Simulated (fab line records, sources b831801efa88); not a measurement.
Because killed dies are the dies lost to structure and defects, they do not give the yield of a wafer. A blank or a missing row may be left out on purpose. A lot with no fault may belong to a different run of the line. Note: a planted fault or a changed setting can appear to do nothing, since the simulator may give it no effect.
The tool behind it: which one?	flow gf180mcu	7 lots, 20 wafers sampled, at 2 steps of a route of 602

## WHAT EACH GAUGE READ, for each wafer
GF_SAB_THK_MEAS_01.
lot	measured	on	SAB_CVD_00_THK (nm)
L495	day 15 07:20	film_metro-02	50.1 49.9 50.5
L498	day 16 12:26	film_metro-03	49.4 49.7 50.3
L502	day 17 22:04	film_metro-02	49.4 84.7
L505	day 18 23:47	film_metro-02	49.2 49.3 50.1
L508	day 20 01:38	film_metro-02	50.0 49.8 49.6
L511	day 20 22:27	film_metro-04	49.3 50.1 50.5
L514	day 21 22:19	film_metro-03	49.6 50.5 50.0

## WHAT TOOL EACH LOT RAN ON (gives the tool, then ch and the chambers of the sampled wafers, and finally the start)
lot	GF_SAB_CVD_00
L495	pecvd-02 ch 0,1,2, day 15 07:19
L498	pecvd-02 ch 0,1, day 16 12:26
L502	pecvd-02 ch 1,2, day 17 22:02
L505	pecvd-04 ch 0,1,2, day 18 23:45
L508	pecvd-03 ch 0,1,2, day 20 01:37
L511	pecvd-03 ch 0,1, day 20 22:26
L514	pecvd-04 ch 0,1,2, day 21 22:17
- GF_SAB_CVD_00: deposits SiO2 from TEOS, target thk 50 nm, time 4.9302 s.

## THE ANSWER, worked out from the rows above alone
Rule: usual is defined by the lots themselves. Put in order of their means at a reading, lots are off if they are a third of the lots or fewer, leave a main group of 4 or more, and stand apart from it by a gap of 3 or more times the standard deviation of the main group's means; of several such gaps the widest counts. The tables above print the reading to a certain number of digits; a main group whose means all agree to those digits is not used. A lot without any number at a reading at which 4 lots or more have one is off too. All remaining lots with rows at the step are treated as sound.
Off: at GF_SAB_THK_MEAS_01 (SAB_CVD_00_THK), L502. Mean 49.9 nm and standard deviation 0.2 in the main group.
If a tool, at a process step before that reading, ran all the lots that are off and no sound lot after the first of them, it fits. The gauges at GF_SAB_THK_MEAS_01 are tried like those tools. One candidate fits, namely pecvd-02 at GF_SAB_CVD_00. A fault onset in the window from L498 (day 16 12:26, its last sound lot) to L502 (day 17 22:02, its first lot off) fits.

## WHAT THE SIMULATOR PUT IN
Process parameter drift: pecvd-02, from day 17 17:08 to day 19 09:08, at GF_SAB_CVD_00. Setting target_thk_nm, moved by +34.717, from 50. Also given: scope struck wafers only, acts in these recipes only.
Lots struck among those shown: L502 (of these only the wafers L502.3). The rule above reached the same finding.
